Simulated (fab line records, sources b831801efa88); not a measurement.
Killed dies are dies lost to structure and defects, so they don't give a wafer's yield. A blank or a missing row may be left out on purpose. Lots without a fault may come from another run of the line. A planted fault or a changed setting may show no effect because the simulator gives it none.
fab line records | flow sky130
record lots=7 wafers=18 last_day=49
route steps=708 shown METAL3@556 PAD_OPEN@708
lots that met no fault: from a run of the same line without faults
start_h: hours from the record's first day to the start of the lot's first wafer shown | wait_h: hours since the lot's step before | " the same as in the row above | L1.1+2: a row that stands for several wafers | - no value, or no start given | * or withheld: withheld | < > ~ a bound
route shown NAME@n: a module of which the file shows steps, and the number in the route of the first | usual: mean/standard deviation of fault-free wafers | same: alike in all rows | chamber/n: place in a boat | sites: the reading at each site | _std_site: their standard deviation | _edge_site: outer sites' mean less inner sites' | radius_mm: how far each site lies from the wafer's centre | mask NAME#n: copy n | behind: the tool/chamber that last shaped the wafer | hold: why the lot was held/for how many hours/how that ended | device: the transistor (n, p or np) that didn't switch | end of line: the same wafers' tests at the end of the route | a step without rows: its recipe alone | killed: dies lost to structure and defects at the first sort, not the wafer's yield | map: a wafer's dies, x killed, . not, _ none there
set.NAME: the setting as run; set.NAME@STEP: as run at that earlier step | model.NAME: the simulator's own value behind a step, which no gauge read
lots at some steps of the route; a table a step, a row a wafer
services: from which hour (start_h, from the record's first day; less than 0 if before it) a tool's chamber was out of use, for how many hours, and why
## steps
# step SKY_METAL3_HMDS_06
# recipe prime_time_s=60 prime_temp_c=120
# step SKY_METAL3_COAT_07
# recipe resist=BARC temp_c=withheld time_s=withheld spin_rpm=3000 resist_thk_nm=60
# step SKY_METAL3_COAT_08
# recipe resist=KrF-thick spin_rpm=3000 resist_thk_nm=1140
# step SKY_METAL3_SOFTBAKE_09
# recipe temp_c=100 time_s=90 resist=KrF-thick
# step SKY_METAL3_EXPOSE_10
# recipe mask_id=MM3 na=0.68 source_shape=annular sigma_inner=0.4 sigma_outer=0.8 target_cd_nm=300 dose_mj=28
# step SKY_METAL3_PEB_11
# recipe peb_temp_c=withheld peb_time_s=withheld resist=KrF-thick
# step SKY_METAL3_DEVELOP_12
# recipe develop_time_s=60 resist=KrF-thick dev_temp_c=21
# step SKY_METAL3_CD_MEAS_13
# recipe target_cd_nm=300
# usual cd_nm=299.8/1.6
# columns lot.wafer tool chamber start_h wait_h cd_nm
L864.1 cd_sem-01 - 906.09 - 301.1
L864.5 " - " " 300.8
L864.6 " - " " 301.3
L872.2 cd_sem-02 - 961.38 - 299.5
L872.3 " - " " 297.8
L872.4 " - " " 298.9
L873.4 cd_sem-02 - 970.75 - 299.7
L873.6 " - " " 298.6
L874.2 cd_sem-02 - 980.61 - 299.9
L874.4 " - " " 299.3
L876.1 cd_sem-01 - 992.49 - 297.5
L876.4 " - " " 297.5
L883.1 cd_sem-02 - 1036.58 - 298.7
L883.4 " - " " 297.6
L883.6 " - " " 297.0
L884.2 cd_sem-01 - 1036.95 - 302.0
L884.5 " - " " 304.2
L884.6 " - " " 302.4
# step SKY_METAL3_OVL_MEAS_14
# usual METAL3_OVL=1/5.4
# columns lot.wafer tool chamber start_h wait_h METAL3_OVL[nm]
L864.1 overlay-02 - 906.21 0.1 2
L864.5 " - " " 4
L864.6 " - " " -2
L872.2 overlay-01 - 961.48 0.1 4
L872.3 " - " " 0
L872.4 " - " " 3
L873.4 overlay-02 - 970.83 0.1 -3
L873.6 " - " " 0
L874.2 overlay-01 - 980.72 0.1 -4
L874.4 " - " " -5
L876.1 overlay-02 - 992.61 0.1 2
L876.4 " - " " -3
L883.1 overlay-02 - 1036.70 0.1 -3
L883.4 " - " " -1
L883.6 " - " " -2
L884.2 overlay-01 - 1037.05 0.1 6
L884.5 " - " " 5
L884.6 " - " " 3
# step SKY_METAL3_DESCUM_15
# recipe chemistry=O2 source_power_w=150 bias_power_w=0 pressure_mtorr=10 temp_c=40 time_s=8
# usual drypump_motor_current_A=6.0/0.46 he_backside_leak_sccm=3.46/0.18 oes_product_au=0.999/0.0076 temp_c=39.99/0.11
# columns lot.wafer tool chamber start_h wait_h drypump_motor_current_A he_backside_leak_sccm oes_product_au rf_hours_counter_h temp_c
L864.1 rie_metal-03 0 906.25 0.0 5.7 3.38 0.999 7 39.82
L864.5 " 0 " " 5.7 3.30 0.992 - 39.97
L864.6 " 1 " " 6.2 3.53 0.995 - 39.98
L872.2 rie_metal-04 0 961.52 0.0 6.5 3.46 0.995 - 39.87
L872.3 " 0 " " 6.5 3.43 0.993 - 40.02
L872.4 " 0 " " 6.5 3.47 0.994 - 39.91
L873.4 rie_metal-04 1 970.86 0.0 6.0 3.58 1.015 - 39.93
L873.6 " 1 " " 6.0 3.60 0.999 - 40.07
L874.2 rie_metal-04 0 980.75 0.0 6.5 3.34 1.005 4 39.97
L874.4 " 1 " " 6.0 3.53 0.994 - 40.14
L876.1 rie_metal-04 1 992.65 0.0 6.0 3.68 1.001 12 39.94
L876.4 " 0 " " 6.5 3.58 0.996 - 39.96
L883.1 rie_metal-04 1 1036.73 0.0 6.0 3.55 1.010 14 40.11
L883.4 " 0 " " 6.5 3.41 1.003 - 39.96
L883.6 " 0 " " 6.5 4.13 1.004 - 40.07
L884.2 rie_metal-01 1 1037.08 0.0 5.7 3.28 1.003 9 39.89
L884.5 " 0 " " 4.9 3.40 0.991 - 40.06
L884.6 " 1 " " 5.7 3.26 0.995 - 39.91
# step SKY_METAL3_ETCH_16
# recipe chemistry=N2/H2 target=BARC ion_energy_ev=200 bias_w=100 pressure_mtorr=30 n2_flow_sccm=100 h2_flow_sccm=200 icp_w=500 stop_on=SiO2 time_s=88.2 target_depth_a=600
# usual bias_w=100.1/0.3 drypump_motor_current_A=6.0/0.46 he_backside_leak_sccm=3.5/0.34 oes_product_au=0.625/0.0042 throttle_valve_pct=13.204/0.0082
# columns lot.wafer tool chamber start_h wait_h bias_w drypump_motor_current_A he_backside_leak_sccm oes_product_au rf_hours_counter_h throttle_valve_pct
L864.1 rie_metal-03 0 906.28 0.0 100.2 5.8 3.3 0.625 7 13.199
L864.5 " 0 " " 99.8 5.7 3.4 0.625 - 13.203
L864.6 " 1 " " 100.2 6.2 3.6 0.622 - 13.195
L872.2 rie_metal-04 0 961.61 0.1 100.1 6.5 3.5 0.624 - 13.198
L872.3 " 0 " " 100.2 6.5 3.4 0.627 - 13.195
L872.4 " 0 " " 100.2 6.5 3.5 0.624 - 13.190
L873.4 rie_metal-04 1 970.91 0.0 100.5 6.0 3.5 0.623 - 13.206
L873.6 " 1 " " 100.5 6.0 3.3 0.630 - 13.209
L874.2 rie_metal-04 0 980.78 0.0 99.8 6.5 3.5 0.631 4 13.214
L874.4 " 1 " " 100.4 6.0 3.5 0.622 - 13.192
L876.1 rie_metal-04 1 992.68 0.0 100.1 6.0 3.4 0.624 12 13.215
L876.4 " 0 " " 100.3 6.5 3.5 0.626 - 13.188
L883.1 rie_metal-04 1 1036.77 0.0 100.2 6.0 3.7 0.632 15 13.220
L883.4 " 0 " " 100.1 6.6 3.4 0.626 - 13.212
L883.6 " 0 " " 100.3 6.5 3.5 0.626 - 13.199
L884.2 rie_metal-01 1 1037.12 0.0 100.2 5.7 3.3 0.628 9 13.203
L884.5 " 0 " " 100.2 5.0 3.4 0.622 - 13.202
L884.6 " 1 " " 100.2 5.7 3.3 0.624 - 13.205
# step SKY_METAL3_ETCH_17
# recipe target=SiO2 stop_on=TiN chemistry=C4F8/O2/Ar source_w=1500 bias_w=1200 pressure_mtorr=40 c4f8_flow_sccm=withheld O2_flow_sccm=6 Ar_flow_sccm=300 time_s=3.9 target_depth_a=150
# usual bias_w=1200/3.5 oes_product_au=0.753/0.0066
# columns lot.wafer tool chamber start_h wait_h bias_w oes_product_au
L864.1 rie_diel-04 1 906.38 0.1 1199 0.752
L864.5 " 2 " " 1199 0.747
L864.6 " 3 " " 1202 0.753
L872.2 rie_diel-01 0 961.77 0.1 1200 0.752
L872.3 " 2 " " 1199 0.763
L872.4 " 2 " " 1196 0.772
L873.4 rie_diel-01 2 970.99 0.0 1199 0.754
L873.6 " 1 " " 1198 0.758
L874.2 rie_diel-01 1 980.88 0.1 1203 0.749
L874.4 " 1 " " 1205 0.758
L876.1 rie_diel-04 3 992.78 0.1 1197 0.756
L876.4 " 1 " " 1203 0.757
L883.1 rie_diel-04 0 1036.86 0.1 1201 0.745
L883.4 " 2 " " 1205 0.752
L883.6 " 2 " " 1205 0.757
L884.2 rie_diel-02 3 1037.21 0.1 1203 0.756
L884.5 " 0 " " 1207 0.761
L884.6 " 3 " " 1193 0.747
# step SKY_METAL3_METAL_ETCH_18
# recipe target_depth_a=8450 stop_on=SiO2 over_etch_frac=0.3 time_s=183.1 chemistry=Cl2/BCl3 resist_sidewall_deg=88 pressure_mtorr=10 icp_w=900 bias_w=48.5 Cl2_flow_sccm=60 bcl3_flow_sccm=30
# usual bias_w=48.51/0.14 drypump_motor_current_A=5.7/0.52 he_backside_leak_sccm=3.42/0.29 oes_product_au=0.865/0.0057 throttle_valve_pct=22.264/0.0088
# columns lot.wafer tool chamber start_h wait_h bias_w drypump_motor_current_A he_backside_leak_sccm oes_product_au rf_hours_counter_h throttle_valve_pct model.KrF-thick_of_METAL3_COAT_08.thk_nm model.METAL3.cd_nm model.SiO2_of_VIA2_HDPCVD_00.thk_nm
L864.1 rie_metal-01 0 906.39 0.0 48.31 4.9 3.03 0.868 8 22.262 531.4 302.7 465.2
L864.5 " 0 " " 48.37 4.9 3.08 0.859 - 22.261 532 300.3 465.8
L864.6 " 1 " " 48.36 5.7 3.39 0.867 - 22.269 532.8 301.8 465.3
L872.2 rie_metal-01 0 961.79 0.0 48.51 4.9 5.61 0.868 11 22.284 530.6 301.9 464.6
L872.3 " 1 " " 48.51 5.7 3.34 0.867 - 22.265 526.1 299.2 465.1
L872.4 " 0 " " 48.62 4.9 2.99 0.855 - 22.266 535 301.8 464.8
L873.4 rie_metal-01 1 971.05 0.1 48.41 5.7 3.36 0.871 - 22.265 607.9 308.9 468.5
L873.6 " 0 " " 48.86 4.9 3.25 0.870 - 22.249 533.4 300.8 465.2
L874.2 rie_metal-01 0 980.89 0.0 48.51 4.9 3.49 0.873 12 22.261 539.4 302.2 465.6
L874.4 " 1 " " 48.64 5.7 3.30 0.873 - 22.259 609.1 310.6 469
L876.1 rie_metal-01 0 992.79 0.0 48.68 4.9 3.23 0.860 13 22.257 602.3 305.6 469.8
L876.4 " 1 " " 48.55 5.7 3.19 0.854 - 22.267 602 303.6 469.3
L883.1 rie_metal-03 0 1036.88 0.0 48.41 5.7 3.24 0.868 15 22.269 531.1 296.6 465.7
L883.4 " 1 " " 48.54 6.2 3.65 0.870 - 22.271 535.8 295.4 466
L883.6 " 1 " " 48.55 6.2 3.60 0.870 - 22.273 537.4 298.9 465.5
L884.2 rie_metal-04 1 1037.23 0.0 48.39 6.0 3.59 0.873 15 22.264 517 300.4 463.2
L884.5 " 1 " " 48.69 6.0 3.67 0.861 - 22.268 520 299.3 463.2
L884.6 " 0 " " 48.56 6.5 3.42 0.867 - 22.255 523.7 304 464.4
# step SKY_METAL3_STRIP_19
# recipe chemistry=O2/N2 power_w=1400 pressure_mtorr=1500 platen_temp_c=withheld o2_flow_sccm=3000 n2_flow_sccm=300 overash_fraction=0.5
# usual drypump_motor_current_A=5.4/0.51 oes_product_au=0.505/0.0048 strip_time_to_endpoint_s=6.59/0.058
# columns lot.wafer tool chamber start_h wait_h drypump_motor_current_A oes_product_au rf_hours_counter_h strip_time_to_endpoint_s
L864.1 plasma_asher-01 1 906.57 0.1 5.7 0.497 16 6.58
L864.5 " 0 " " 5.9 0.506 - 6.59
L864.6 " 1 " " 5.7 0.503 - 6.59
L872.2 plasma_asher-02 0 961.97 0.1 4.8 0.504 109 6.59
L872.3 " 0 " " 4.8 0.502 - 6.52
L872.4 " 1 " " 4.9 0.499 - 6.61
L873.4 plasma_asher-02 1 971.21 0.1 4.8 0.529 - 7.34
L873.6 " 0 " " 4.8 0.504 - 6.59
L874.2 plasma_asher-03 0 981.07 0.1 6.1 0.500 89 6.66
L874.4 " 1 " " 5.0 0.539 - 7.35
L876.1 plasma_asher-03 0 992.97 0.1 6.2 0.531 91 7.28
L876.4 " 1 " " 5.0 0.526 - 7.28
L883.1 plasma_asher-02 0 1037.06 0.1 4.8 0.508 117 6.59
L883.4 " 0 " " 4.8 0.507 - 6.63
L883.6 " 1 " " 4.8 0.502 - 6.63
L884.2 plasma_asher-01 1 1037.41 0.1 5.7 0.500 29 6.43
L884.5 " 0 " " 5.9 0.501 - 6.45
L884.6 " 1 " " 5.7 0.497 - 6.49
# step SKY_METAL3_STRIP_20
# recipe chemistry=post_etch_residue_remover time_s=1200 temp_c=72.5
# step SKY_PAD_OPEN_PROBE_99
# columns lot.wafer tool chamber start_h wait_h model.etest.met3.width_nm model.etest.met3.line_ohm_um
L864.1 prober-02 - 1078.93 0.1 308.2 0.137
L864.5 prober-02 - 1079.13 0.2 302.7 0.1419
L864.6 prober-02 - 1079.18 0.2 304.2 0.1419
L872.2 prober-01 - 1125.70 0.1 305.6 0.1383
L872.3 prober-01 - 1125.75 0.2 299.2 0.1432
L872.4 prober-01 - 1125.80 0.2 302.5 0.1416
L873.4 prober-02 - 1132.66 0.2 308.9 0.1357
L873.6 prober-02 - 1132.76 0.2 301.2 0.1389
L874.2 prober-01 - 1140.57 0.1 306.7 0.1393
L874.4 prober-01 - 1140.67 0.2 315.6 0.1335
L876.1 prober-01 - 1151.87 0.1 304 0.1426
L876.4 prober-01 - 1152.02 0.2 303 0.1423
L884.2 prober-02 - 1182.28 0.1 301.3 0.1402
L884.5 prober-02 - 1182.43 0.2 300.8 0.1413
L884.6 prober-02 - 1182.48 0.2 301.2 0.1395
L883.1 prober-01 - 1183.91 0.1 294.5 0.1446
L883.4 prober-01 - 1184.06 0.2 296.1 0.1434
L883.6 prober-01 - 1184.16 0.2 300.2 0.1421
# killed by level:class
L864.1 VIA1:geometric_particle:open=11 FIELD_ISO:geometric_particle:short=10 LI_CONTACT:geometric_particle:open=8 POLY_GATE:geometric_particle:open=5 CONTACT:geometric_particle:open=5 FIELD_ISO:geometric_particle:open=4 VIA1:geometric_particle:short=4 CONTACT:geometric_particle:short=4
L864.5 CONTACT:geometric_particle:open=13 VIA1:geometric_particle:open=9 METAL2:geometric_particle:short=8 VIA3:geometric_particle:short=6 VIA3:geometric_particle:open=6 VIA2:geometric_particle:short=6 LI_CONTACT:geometric_particle:open=5 CONTACT:geometric_particle:short=5
L864.6 CONTACT:geometric_particle:open=11 FIELD_ISO:geometric_particle:open=8 METAL1:geometric_particle:short=8 VIA1:geometric_particle:short=7 VIA2:geometric_particle:open=6 LI_CONTACT:geometric_particle:open=5 METAL2:geometric_particle:short=5 VIA3:geometric_particle:open=5
L872.2 CONTACT:geometric_particle:open=8 VIA1:geometric_particle:open=7 VIA3:geometric_particle:open=7 LI_CONTACT:geometric_particle:open=5 METAL1:geometric_particle:short=5 LOCAL_INTERCONNECT:geometric_particle:short=4 CONTACT:geometric_particle:short=4 VIA1:geometric_particle:short=4
L872.3 VIA1:geometric_particle:open=9 CONTACT:geometric_particle:open=8 VIA2:geometric_particle:open=7 LI_CONTACT:geometric_particle:open=7 LOCAL_INTERCONNECT:geometric_particle:short=6 METAL1:geometric_particle:short=6 FIELD_ISO:geometric_particle:open=5 METAL4:geometric_particle:short=5
L872.4 VIA2:geometric_particle:open=11 VIA1:geometric_particle:open=10 METAL2:geometric_particle:short=8 FIELD_ISO:geometric_particle:open=5 LI_CONTACT:geometric_particle:open=4 FIELD_ISO:geometric_particle:short=3 POLY_GATE:geometric_particle:short=3 LI_CONTACT:geometric_particle:short=3
L876.1 VIA1:geometric_particle:open=15 CONTACT:geometric_particle:open=12 LI_CONTACT:geometric_particle:open=10 VIA2:geometric_particle:open=8 VIA1:geometric_particle:short=5 METAL3:geometric_particle:short=5 VIA3:geometric_particle:short=5 FIELD_ISO:geometric_particle:short=4
L876.4 VIA1:geometric_particle:open=19 CONTACT:geometric_particle:short=8 FIELD_ISO:geometric_particle:short=7 LI_CONTACT:geometric_particle:open=6 FIELD_ISO:geometric_particle:open=5 CONTACT:geometric_particle:open=5 METAL1:geometric_particle:short=5 POLY_GATE:geometric_particle:short=4
L884.2 VIA1:geometric_particle:open=11 VIA2:geometric_particle:open=9 CONTACT:geometric_particle:open=8 VIA3:geometric_particle:open=8 LI_CONTACT:geometric_particle:open=7 METAL1:geometric_particle:short=6 VIA2:geometric_particle:short=5 METAL2:geometric_particle:short=4
L884.5 VIA1:geometric_particle:open=8 CONTACT:geometric_particle:short=6 CONTACT:geometric_particle:open=6 POLY_GATE:geometric_particle:open=5 LI_CONTACT:geometric_particle:open=5 LOCAL_INTERCONNECT:geometric_particle:short=5 VIA3:geometric_particle:open=5 FIELD_ISO:geometric_particle:short=4
L884.6 VIA1:geometric_particle:open=10 LI_CONTACT:geometric_particle:open=9 VIA3:geometric_particle:open=8 CONTACT:geometric_particle:open=7 FIELD_ISO:geometric_particle:short=4 VIA1:geometric_particle:short=4 FIELD_ISO:geometric_particle:open=3 LOCAL_INTERCONNECT:geometric_particle:short=3
L883.1 CONTACT:geometric_particle:open=9 METAL1:geometric_particle:short=6 CONTACT:geometric_particle:short=5 VIA1:geometric_particle:open=5 METAL2:geometric_particle:short=5 VIA3:geometric_particle:open=4 LOCAL_INTERCONNECT:geometric_particle:short=4 POLY_GATE:geometric_particle:short=3
L883.4 CONTACT:geometric_particle:open=15 VIA1:geometric_particle:open=8 LI_CONTACT:geometric_particle:open=7 CONTACT:geometric_particle:short=7 VIA3:geometric_particle:short=6 POLY_GATE:geometric_particle:short=5 METAL2:geometric_particle:short=5 METAL1:geometric_particle:short=4
L883.6 CONTACT:geometric_particle:open=11 LOCAL_INTERCONNECT:geometric_particle:short=7 METAL1:geometric_particle:short=6 FIELD_ISO:geometric_particle:open=4 LI_CONTACT:geometric_particle:short=4 LI_CONTACT:geometric_particle:open=4 CONTACT:geometric_particle:short=4 VIA1:geometric_particle:open=4
## services
# columns tool chamber start_h hours kind
rie_metal-01 - 883.99 6.0 repair
rie_metal-04 0 893.01 4.3 repair
rie_diel-02 1 908.29 15.2 repair
rie_diel-01 - 911.94 0.7 repair
rie_diel-01 2 917.34 16.8 repair
rie_metal-04 - 928.31 0.4 repair
rie_metal-04 1 953.63 8.5 repair
rie_diel-01 3 957.04 31.2 repair
plasma_asher-01 - 964.92 2.0 repair
rie_diel-04 3 976.97 8.4 repair
rie_diel-02 3 1002.67 - clean
rie_diel-02 3 1002.67 26.1 scheduled_down
rie_diel-02 3 1002.67 26.1 vent_cycle
rie_metal-04 - 1006.17 2.8 pm
rie_diel-01 3 1018.43 3.9 repair
plasma_asher-01 - 1018.81 2.8 pm
plasma_asher-03 - 1035.68 1.2 repair
## key
first_sign step=SKY_METAL3_STRIP_19 reading=strip_time_to_endpoint_s direction=up sigmas=13 usual=* struck=*
effect step=SKY_METAL3_STRIP_19 reading=oes_product_au direction=up sigmas=5.5 usual=0.505 struck=0.531
model_effect step=SKY_METAL3_METAL_ETCH_18 value=KrF-thick_of_METAL3_COAT_08.thk_nm without=531.1 struck=605.3
model_effect step=SKY_PAD_OPEN_PROBE_99 value=etest.met3.width_nm without=299.7 struck=307.9
met_at SKY_METAL3_METAL_ETCH_18
struck_wafers L873.4,L874.4,L876.1,L876.4
sort_left_out L873.4,L874.4
onset_between 961.79 971.05
fault kind=process_parameter_drift tool=rie_metal-01 chamber=- onset_h=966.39 steps=SKY_METAL3_METAL_ETCH_18 channel=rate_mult offset=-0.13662 shape=step end_h=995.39 scope=struck_wafers_only
# sort_left_out: the simulated sort isn't trusted on such a fault, so these wafers' sort isn't shown, and their yield isn't known
